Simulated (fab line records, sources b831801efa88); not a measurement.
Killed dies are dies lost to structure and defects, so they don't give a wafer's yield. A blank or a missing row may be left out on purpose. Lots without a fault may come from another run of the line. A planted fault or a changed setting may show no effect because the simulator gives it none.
fab line records | flow sky130 | part 1 of 2: steps 1 to 28 of 36
record lots=5 wafers=15 last_day=50
route steps=708 shown LDD_HVN@268 LDD_HVP@278 LDD_LDN@289
lots that met no fault: from a run of the same line without faults
start_h: hours from the record's first day to the start of the lot's first wafer shown | wait_h: hours since the lot's step before | " the same as in the row above | L1.1+2: a row that stands for several wafers | - no value, or no start given | * or withheld: withheld | < > ~ a bound
route shown NAME@n: a module of which the file shows steps, and the number in the route of the first | usual: mean/standard deviation of fault-free wafers | same: alike in all rows | chamber/n: place in a boat | sites: the reading at each site | _std_site: their standard deviation | _edge_site: outer sites' mean less inner sites' | radius_mm: how far each site lies from the wafer's centre | mask NAME#n: copy n | behind: the tool/chamber that last shaped the wafer | hold: why the lot was held/for how many hours/how that ended | device: the transistor (n, p or np) that didn't switch | end of line: the same wafers' tests at the end of the route | a step without rows: its recipe alone | killed: dies lost to structure and defects at the first sort, not the wafer's yield | map: a wafer's dies, x killed, . not, _ none there
set.NAME: the setting as run; set.NAME@STEP: as run at that earlier step | model.NAME: the simulator's own value behind a step, which no gauge read
lots at some steps of the route; a table a step, a row a wafer
services: from which hour (start_h, from the record's first day; less than 0 if before it) a tool's chamber was out of use, for how many hours, and why
## steps
# step SKY_LDD_HVN_HMDS_01
# recipe prime_time_s=60 prime_temp_c=120
# columns lot.wafer tool chamber start_h wait_h
L074.1+4+5 litho_track-04 0 450.49 0.1
L084.2+3+6 litho_track-04 0 537.41 0.1
L087.2+3+5 litho_track-04 0 562.66 0.1
L089.1+3+5 litho_track-03 0 579.60 0.1
L096.2+5+6 litho_track-02 0 633.10 0.1
# step SKY_LDD_HVN_COAT_02
# recipe resist=NOVOLAK spin_rpm=3000 resist_thk_nm=300
# usual spin_speed_rpm=3000.2/1.8
# columns lot.wafer tool chamber start_h wait_h spin_speed_rpm
L074.1 litho_track-04 0 450.64 0.1 3000.5
L074.4 " 0 " " 3000.0
L074.5 " 0 " " 3001.7
L084.2 litho_track-04 0 537.56 0.1 2998.5
L084.3 " 0 " " 2999.8
L084.6 " 0 " " 2999.8
L087.2 litho_track-04 0 562.81 0.1 3001.0
L087.3 " 0 " " 3001.7
L087.5 " 0 " " 2999.8
L089.1 litho_track-03 0 579.75 0.1 2999.5
L089.3 " 0 " " 2998.2
L089.5 " 0 " " 2998.2
L096.2 litho_track-02 0 633.25 0.1 3003.0
L096.5 " 0 " " 3003.6
L096.6 " 0 " " 3004.5
# step SKY_LDD_HVN_SOFTBAKE_03
# recipe temp_c=90 time_s=60 resist=NOVOLAK
# usual heater_power_total_W=56.60/0.041
# columns lot.wafer tool chamber start_h wait_h heater_power_total_W
L074.1 litho_track-04 0 450.79 0.1 56.58
L074.4 " 0 " " 56.61
L074.5 " 0 " " 56.59
L084.2 litho_track-04 0 537.71 0.1 56.53
L084.3 " 0 " " 56.63
L084.6 " 0 " " 56.63
L087.2 litho_track-04 0 562.96 0.1 56.58
L087.3 " 0 " " 56.59
L087.5 " 0 " " 56.63
L089.1 litho_track-03 0 579.90 0.1 56.57
L089.3 " 0 " " 56.58
L089.5 " 0 " " 56.56
L096.2 litho_track-02 0 633.40 0.1 56.64
L096.5 " 0 " " 56.66
L096.6 " 0 " " 56.63
# step SKY_LDD_HVN_EXPOSE_04
# recipe mask_id=HVNTM na=0.6 source_shape=conventional sigma_outer=0.6 polarization=unpolarized target_cd_nm=700 dose_mj=127
# usual reticle_temp_C=23.05/0.11
# columns lot.wafer tool chamber start_h wait_h mask reticle_temp_C
L074.1 iline_stepper-02 0 - - HVNTM#0 23.12
L074.4 " 0 " " HVNTM#0 23.02
L074.5 " 0 " " HVNTM#0 23.03
L084.2 iline_stepper-01 0 - - HVNTM#0 23.04
L084.3 " 0 " " HVNTM#0 23.22
L084.6 " 0 " " HVNTM#0 23.06
L087.2 iline_stepper-01 0 - - HVNTM#0 22.96
L087.3 " 0 " " HVNTM#0 22.97
L087.5 " 0 " " HVNTM#0 22.85
L089.1 iline_stepper-02 0 - - HVNTM#0 23.11
L089.3 " 0 " " HVNTM#0 23.04
L089.5 " 0 " " HVNTM#0 23.16
L096.2 iline_stepper-02 0 - - HVNTM#0 23.18
L096.5 " 0 " " HVNTM#0 23.28
L096.6 " 0 " " HVNTM#0 23.04
# step SKY_LDD_HVN_PEB_05
# recipe temp_c=withheld time_s=* resist=NOVOLAK
# columns lot.wafer tool chamber start_h wait_h
L074.1+4+5 litho_track-03 0 - -
L084.2+3+6 litho_track-02 0 - -
L087.2+3+5 litho_track-04 0 - -
L089.1+3+5 litho_track-03 0 - -
L096.2+5+6 litho_track-04 0 - -
# step SKY_LDD_HVN_DEVELOP_06
# recipe resist=NOVOLAK developer=TMAH develop_time_s=60 dev_temp_c=23
# columns lot.wafer tool chamber start_h wait_h
L074.1+4+5 litho_track-03 0 466.20 0.1
L084.2+3+6 litho_track-02 0 552.45 0.1
L087.2+3+5 litho_track-04 0 577.91 0.1
L089.1+3+5 litho_track-03 0 594.75 0.1
L096.2+5+6 litho_track-04 0 647.71 0.1
# step SKY_LDD_HVN_OVL_MEAS_07
# usual LDD_HVN_OVL=0.0/1.4
# columns lot.wafer tool chamber start_h wait_h LDD_HVN_OVL[nm]
L074.1 overlay-02 - 466.35 0.1 0.7
L074.4 " - " " -2.3
L074.5 " - " " -1.9
L084.2 overlay-01 - 552.58 0.1 -0.7
L084.3 " - " " 0.9
L084.6 " - " " 1.3
L087.2 overlay-01 - 578.04 0.1 2.8
L087.3 " - " " 0.1
L087.5 " - " " 2.4
L089.1 overlay-02 - 594.90 0.1 0.2
L089.3 " - " " 0.0
L089.5 " - " " 0.7
L096.2 overlay-02 - 647.84 0.1 -1.7
L096.5 " - " " -2.8
L096.6 " - " " 0.3
# step SKY_LDD_HVN_IMPLANT_08
# recipe species=P energy_kev=60 dose_cm2=3e+13 tilt_deg=40
# usual dose_ions_cm2=3e+13/3.2e+10 tilt_deg=39.998/0.02
# columns lot.wafer tool chamber start_h wait_h dose_ions_cm2 tilt_deg
L074.1 implanter-03 0 466.38 0.0 2.995e+13 39.970
L074.4 " 0 " " 2.996e+13 39.985
L074.5 " 0 " " 3.002e+13 39.950
L084.2 implanter-01 0 552.64 0.0 2.999e+13 39.986
L084.3 " 0 " " 2.994e+13 39.977
L084.6 " 0 " " 2.997e+13 39.967
L087.2 implanter-01 0 578.10 0.0 2.997e+13 39.988
L087.3 " 0 " " 3.004e+13 39.997
L087.5 " 0 " " 2.998e+13 39.994
L089.1 implanter-04 0 594.93 0.0 3.003e+13 40.007
L089.3 " 0 " " 3.001e+13 39.957
L089.5 " 0 " " 3.001e+13 40.002
L096.2 implanter-04 0 647.90 0.0 2.997e+13 39.994
L096.5 " 0 " " 3.001e+13 39.986
L096.6 " 0 " " 2.996e+13 39.986
# step SKY_LDD_HVN_STRIP_09
# recipe chemistry=O2/N2 power_w=1400 pressure_mtorr=1500 platen_temp_c=withheld o2_flow_sccm=3000 n2_flow_sccm=300 overash_fraction=0.5
# usual drypump_motor_current_A=5.9/0.5 oes_product_au=0.408/0.0041 strip_time_to_endpoint_s=4.130/0.013
# columns lot.wafer tool chamber start_h wait_h drypump_motor_current_A oes_product_au rf_hours_counter_h strip_time_to_endpoint_s
L074.1 plasma_asher-03 1 466.53 0.1 5.5 0.414 63 4.157
L074.4 " 0 " " 6.7 0.407 - 4.142
L074.5 " 0 " " 6.7 0.407 - 4.148
L084.2 plasma_asher-02 0 552.76 0.1 5.3 0.409 39 4.096
L084.3 " 0 " " 5.3 0.411 - 4.139
L084.6 " 0 " " 5.3 0.400 - 4.132
L087.2 plasma_asher-02 1 578.22 0.1 5.7 0.414 42 4.140
L087.3 " 0 " " 5.3 0.414 - 4.155
L087.5 " 0 " " 5.3 0.403 - 4.135
L089.1 plasma_asher-03 0 595.08 0.1 6.7 0.414 76 4.109
L089.3 " 1 " " 5.6 0.409 - 4.130
L089.5 " 0 " " 6.7 0.412 - 4.119
L096.2 plasma_asher-02 0 648.02 0.1 5.3 0.413 49 4.125
L096.5 " 1 " " 5.7 0.409 - 4.111
L096.6 " 0 " " 5.3 0.412 - 4.113
# step SKY_LDD_HVN_TW_MEAS_10
# usual LDD_HVN_TW=1445/9.6
# columns lot.wafer tool chamber start_h wait_h LDD_HVN_TW
L074.1 film_metro-02 - 466.63 0.1 1444
L074.4 " - " " 1442
L074.5 " - " " 1441
L084.2 film_metro-03 - 552.87 0.1 1424
L084.3 " - " " 1427
L084.6 " - " " 1428
L087.2 film_metro-02 - 578.33 0.1 1440
L087.3 " - " " 1444
L087.5 " - " " 1439
L089.1 film_metro-02 - 595.18 0.1 1446
L089.3 " - " " 1441
L089.5 " - " " 1435
L096.2 film_metro-03 - 648.13 0.1 1429
L096.5 " - " " 1424
L096.6 " - " " 1429
# step SKY_LDD_HVP_DEHYDRATE_00
# recipe temp_c=200 time_s=60
# usual heater_power_total_W=160.37/0.14
# columns lot.wafer tool chamber start_h wait_h heater_power_total_W
L074.1 litho_track-04 0 480.89 14.2 160.48
L074.4 " 0 " " 160.41
L074.5 " 0 " " 160.43
L084.2 litho_track-01 0 567.45 14.6 160.38
L084.3 " 0 " " 160.29
L084.6 " 0 " " 160.41
L087.2 litho_track-02 0 592.40 14.1 160.32
L087.3 " 0 " " 160.24
L087.5 " 0 " " 160.43
L089.1 litho_track-02 0 608.93 13.7 160.39
L089.3 " 0 " " 160.63
L089.5 " 0 " " 160.33
L096.2 litho_track-01 0 661.55 13.4 160.19
L096.5 " 0 " " 160.46
L096.6 " 0 " " 160.19
# step SKY_LDD_HVP_HMDS_01
# recipe prime_time_s=60 prime_temp_c=120
# columns lot.wafer tool chamber start_h wait_h
L074.1+4+5 litho_track-04 0 481.04 0.1
L084.2+3+6 litho_track-01 0 567.60 0.1
L087.2+3+5 litho_track-02 0 592.55 0.1
L089.1+3+5 litho_track-02 0 609.08 0.1
L096.2+5+6 litho_track-01 0 661.70 0.1
# step SKY_LDD_HVP_COAT_02
# recipe resist=NOVOLAK spin_rpm=3000 resist_thk_nm=300
# usual spin_speed_rpm=3000.2/1.8
# columns lot.wafer tool chamber start_h wait_h spin_speed_rpm
L074.1 litho_track-04 0 481.19 0.1 3000.1
L074.4 " 0 " " 3000.7
L074.5 " 0 " " 2997.5
L084.2 litho_track-01 0 567.75 0.1 3002.0
L084.3 " 0 " " 3000.1
L084.6 " 0 " " 3001.6
L087.2 litho_track-02 0 592.70 0.1 3001.3
L087.3 " 0 " " 3000.8
L087.5 " 0 " " 2996.9
L089.1 litho_track-02 0 609.23 0.1 3001.1
L089.3 " 0 " " 2999.6
L089.5 " 0 " " 3000.6
L096.2 litho_track-01 0 661.85 0.1 3000.7
L096.5 " 0 " " 2999.6
L096.6 " 0 " " 3000.0
# step SKY_LDD_HVP_SOFTBAKE_03
# recipe temp_c=90 time_s=60 resist=NOVOLAK
# usual heater_power_total_W=56.60/0.047
# columns lot.wafer tool chamber start_h wait_h heater_power_total_W
L074.1 litho_track-04 0 481.34 0.1 56.61
L074.4 " 0 " " 56.70
L074.5 " 0 " " 56.58
L084.2 litho_track-01 0 567.90 0.1 56.52
L084.3 " 0 " " 56.54
L084.6 " 0 " " 56.59
L087.2 litho_track-02 0 592.85 0.1 56.70
L087.3 " 0 " " 56.66
L087.5 " 0 " " 56.56
L089.1 litho_track-02 0 609.38 0.1 56.60
L089.3 " 0 " " 56.60
L089.5 " 0 " " 56.60
L096.2 litho_track-01 0 662.00 0.1 56.67
L096.5 " 0 " " 56.58
L096.6 " 0 " " 56.64
# step SKY_LDD_HVP_EXPOSE_04
# recipe mask_id=HVPTM na=0.6 source_shape=conventional sigma_outer=0.6 polarization=unpolarized target_cd_nm=700 dose_mj=86
# usual reticle_temp_C=22.97/0.1
# columns lot.wafer tool chamber start_h wait_h mask reticle_temp_C
L074.1 iline_stepper-02 0 - - HVPTM#0 22.86
L074.4 " 0 " " HVPTM#0 22.82
L074.5 " 0 " " HVPTM#0 22.91
L084.2 iline_stepper-01 0 - - HVPTM#0 22.96
L084.3 " 0 " " HVPTM#0 23.01
L084.6 " 0 " " HVPTM#0 23.16
L087.2 iline_stepper-01 0 - - HVPTM#0 22.99
L087.3 " 0 " " HVPTM#0 22.85
L087.5 " 0 " " HVPTM#0 22.85
L089.1 iline_stepper-02 0 - - HVPTM#0 23.00
L089.3 " 0 " " HVPTM#0 23.01
L089.5 " 0 " " HVPTM#0 22.98
L096.2 iline_stepper-02 0 - - HVPTM#0 22.90
L096.5 " 0 " " HVPTM#0 22.94
L096.6 " 0 " " HVPTM#0 23.00
# step SKY_LDD_HVP_PEB_05
# recipe temp_c=withheld time_s=* resist=NOVOLAK
# columns lot.wafer tool chamber start_h wait_h
L074.1+4+5 litho_track-04 0 - -
L084.2+3+6 litho_track-04 0 - -
L087.2+3+5 litho_track-04 0 - -
L089.1+3+5 litho_track-04 0 - -
L096.2+5+6 litho_track-02 0 - -
# step SKY_LDD_HVP_DEVELOP_06
# recipe resist=NOVOLAK developer=TMAH develop_time_s=60 dev_temp_c=23
# columns lot.wafer tool chamber start_h wait_h
L074.1+4+5 litho_track-04 0 496.54 0.1
L084.2+3+6 litho_track-04 0 582.56 0.1
L087.2+3+5 litho_track-04 0 607.56 0.1
L089.1+3+5 litho_track-04 0 623.74 0.1
L096.2+5+6 litho_track-02 0 676.40 0.1
# step SKY_LDD_HVP_OVL_MEAS_07
# usual LDD_HVP_OVL=1.4/1.3
# columns lot.wafer tool chamber start_h wait_h LDD_HVP_OVL[nm]
L074.1 overlay-02 - 496.69 0.1 -0.4
L074.4 " - " " 2.0
L074.5 " - " " -0.3
L084.2 overlay-01 - 582.69 0.1 1.5
L084.3 " - " " 1.2
L084.6 " - " " 1.0
L087.2 overlay-01 - 607.69 0.1 1.0
L087.3 " - " " -0.3
L087.5 " - " " 2.5
L089.1 overlay-01 - 623.89 0.1 1.5
L089.3 " - " " 1.2
L089.5 " - " " 1.9
L096.2 overlay-01 - 676.53 0.1 1.4
L096.5 " - " " 2.4
L096.6 " - " " 2.9
# step SKY_LDD_HVP_IMPLANT_08
# recipe species=B energy_kev=20 dose_cm2=1.7e+13 tilt_deg=17.9
# usual dose_ions_cm2=1.7003e+13/1.6e+10 tilt_deg=17.904/0.018
# columns lot.wafer tool chamber start_h wait_h dose_ions_cm2 tilt_deg
L074.1 implanter-02 0 496.72 0.0 1.6967e+13 17.892
L074.4 " 0 " " 1.6978e+13 17.851
L074.5 " 0 " " 1.6971e+13 17.879
L084.2 implanter-01 0 582.75 0.0 1.6977e+13 17.899
L084.3 " 0 " " 1.6996e+13 17.920
L084.6 " 0 " " 1.6975e+13 17.908
L087.2 implanter-02 0 607.75 0.0 1.701e+13 17.912
L087.3 " 0 " " 1.6997e+13 17.930
L087.5 " 0 " " 1.6993e+13 17.924
L089.1 implanter-01 0 623.92 0.0 1.7001e+13 17.876
L089.3 " 0 " " 1.701e+13 17.877
L089.5 " 0 " " 1.7004e+13 17.886
L096.2 implanter-02 0 676.59 0.0 1.7037e+13 17.909
L096.5 " 0 " " 1.704e+13 17.871
L096.6 " 0 " " 1.7019e+13 17.914
# step SKY_LDD_HVP_STRIP_09
# recipe chemistry=O2/N2 power_w=1400 pressure_mtorr=1500 platen_temp_c=withheld o2_flow_sccm=3000 n2_flow_sccm=300 overash_fraction=0.5
# usual drypump_motor_current_A=5.6/0.32 oes_product_au=0.409/0.0044 strip_time_to_endpoint_s=4.135/0.013
# columns lot.wafer tool chamber start_h wait_h drypump_motor_current_A oes_product_au rf_hours_counter_h strip_time_to_endpoint_s
L074.1 plasma_asher-04 0 496.87 0.1 5.9 0.406 83 4.126
L074.4 " 0 " " 5.9 0.403 - 4.137
L074.5 " 1 " " 6.2 0.405 - 4.132
L084.2 plasma_asher-02 0 582.87 0.1 5.3 0.408 42 4.128
L084.3 " 1 " " 5.7 0.404 - 4.118
L084.6 " 0 " " 5.3 0.413 - 4.117
L087.2 plasma_asher-02 1 607.87 0.1 5.7 0.417 45 4.133
L087.3 " 1 " " 5.7 0.403 - 4.135
L087.5 " 1 " " 5.7 0.402 - 4.129
L089.1 plasma_asher-02 0 624.07 0.1 5.3 0.411 46 4.131
L089.3 " 1 " " 5.7 0.403 - 4.132
L089.5 " 1 " " 5.8 0.406 - 4.134
L096.2 plasma_asher-02 0 676.71 0.1 5.3 0.415 51 4.173
L096.5 " 0 " " 5.3 0.413 - 4.164
L096.6 " 1 " " 5.8 0.409 - 4.146
# step SKY_LDD_HVP_TW_MEAS_10
# usual LDD_HVP_TW=459.8/1.9
# columns lot.wafer tool chamber start_h wait_h LDD_HVP_TW
L074.1 film_metro-01 - 496.97 0.1 457.9
L074.4 " - " " 458.3
L074.5 " - " " 457.5
L084.2 film_metro-01 - 582.98 0.1 460.1
L084.3 " - " " 460.6
L084.6 " - " " 458.3
L087.2 film_metro-02 - 607.98 0.1 458.1
L087.3 " - " " 457.0
L087.5 " - " " 454.7
L089.1 film_metro-01 - 624.17 0.1 459.9
L089.3 " - " " 461.0
L089.5 " - " " 463.0
L096.2 film_metro-01 - 676.82 0.1 461.9
L096.5 " - " " 458.4
L096.6 " - " " 460.2
# step SKY_LDD_LDN_DEHYDRATE_00
# recipe temp_c=200 time_s=60
# usual heater_power_total_W=160.38/0.13
# columns lot.wafer tool chamber start_h wait_h heater_power_total_W
L074.1 litho_track-03 0 511.50 14.5 160.25
L074.4 " 0 " " 160.40
L074.5 " 0 " " 160.53
L084.2 litho_track-03 0 597.27 14.3 160.52
L084.3 " 0 " " 160.40
L084.6 " 0 " " 160.54
L087.2 litho_track-01 0 621.95 14.0 160.46
L087.3 " 0 " " 160.30
L087.5 " 0 " " 160.40
L089.1 litho_track-01 0 637.88 13.7 160.28
L089.3 " 0 " " 160.59
L089.5 " 0 " " 160.47
L096.2 litho_track-03 0 690.07 13.2 160.30
L096.5 " 0 " " 160.14
L096.6 " 0 " " 160.40
# step SKY_LDD_LDN_HMDS_01
# recipe prime_time_s=60 prime_temp_c=120
# columns lot.wafer tool chamber start_h wait_h
L074.1+4+5 litho_track-03 0 511.65 0.1
L084.2+3+6 litho_track-03 0 597.42 0.1
L087.2+3+5 litho_track-01 0 622.10 0.1
L089.1+3+5 litho_track-01 0 638.03 0.1
L096.2+5+6 litho_track-03 0 690.22 0.1
# step SKY_LDD_LDN_COAT_02
# recipe resist=NOVOLAK spin_rpm=3000 resist_thk_nm=1140
# usual spin_speed_rpm=2999.8/2
# columns lot.wafer tool chamber start_h wait_h spin_speed_rpm
L074.1 litho_track-03 0 511.80 0.1 3000.2
L074.4 " 0 " " 3003.6
L074.5 " 0 " " 3003.0
L084.2 litho_track-03 0 597.57 0.1 3001.1
L084.3 " 0 " " 2999.4
L084.6 " 0 " " 2999.8
L087.2 litho_track-01 0 622.25 0.1 2999.7
L087.3 " 0 " " 2998.8
L087.5 " 0 " " 2999.2
L089.1 litho_track-01 0 638.18 0.1 3002.5
L089.3 " 0 " " 3000.1
L089.5 " 0 " " 3004.9
L096.2 litho_track-03 0 690.37 0.1 2999.0
L096.5 " 0 " " 2996.0
L096.6 " 0 " " 2997.1
# step SKY_LDD_LDN_SOFTBAKE_03
# recipe temp_c=90 time_s=60 resist=NOVOLAK
# usual heater_power_total_W=56.60/0.046
# columns lot.wafer tool chamber start_h wait_h heater_power_total_W
L074.1 litho_track-03 0 511.95 0.1 56.65
L074.4 " 0 " " 56.51
L074.5 " 0 " " 56.52
L084.2 litho_track-03 0 597.72 0.1 56.66
L084.3 " 0 " " 56.60
L084.6 " 0 " " 56.67
L087.2 litho_track-01 0 622.40 0.1 56.60
L087.3 " 0 " " 56.56
L087.5 " 0 " " 56.67
L089.1 litho_track-01 0 638.33 0.1 56.67
L089.3 " 0 " " 56.56
L089.5 " 0 " " 56.59
L096.2 litho_track-03 0 690.52 0.1 56.54
L096.5 " 0 " " 56.50
L096.6 " 0 " " 56.54
# step SKY_LDD_LDN_EXPOSE_04
# recipe mask_id=LDNTM na=0.6 source_shape=conventional sigma_outer=0.6 polarization=unpolarized target_cd_nm=700 dose_mj=140
# usual reticle_temp_C=22.99/0.1
# columns lot.wafer tool chamber start_h wait_h mask reticle_temp_C
L074.1 iline_stepper-01 0 - - LDNTM#0 22.91
L074.4 " 0 " " LDNTM#0 23.12
L074.5 " 0 " " LDNTM#0 23.05
L084.2 iline_stepper-02 0 - - LDNTM#0 22.90
L084.3 " 0 " " LDNTM#0 22.94
L084.6 " 0 " " LDNTM#0 23.11
L087.2 iline_stepper-01 0 - - LDNTM#0 22.88
L087.3 " 0 " " LDNTM#0 23.11
L087.5 " 0 " " LDNTM#0 23.10
L089.1 iline_stepper-01 0 - - LDNTM#0 22.83
L089.3 " 0 " " LDNTM#0 22.99
L089.5 " 0 " " LDNTM#0 22.93
L096.2 iline_stepper-01 0 - - LDNTM#0 23.10
L096.5 " 0 " " LDNTM#0 23.10
L096.6 " 0 " " LDNTM#0 22.99
# step SKY_LDD_LDN_PEB_05
# recipe temp_c=withheld time_s=* resist=NOVOLAK
# columns lot.wafer tool chamber start_h wait_h
L074.1+4+5 litho_track-03 0 - -
L084.2+3+6 litho_track-03 0 - -
L087.2+3+5 litho_track-03 0 - -
L089.1+3+5 litho_track-04 0 - -
L096.2+5+6 litho_track-01 0 - -
# step SKY_LDD_LDN_DEVELOP_06
# recipe resist=NOVOLAK developer=TMAH develop_time_s=60 dev_temp_c=23
# columns lot.wafer tool chamber start_h wait_h
L074.1+4+5 litho_track-03 0 527.25 0.1
L084.2+3+6 litho_track-03 0 612.07 0.1
L087.2+3+5 litho_track-03 0 636.47 0.1
L089.1+3+5 litho_track-04 0 652.79 0.1
L096.2+5+6 litho_track-01 0 704.40 0.1
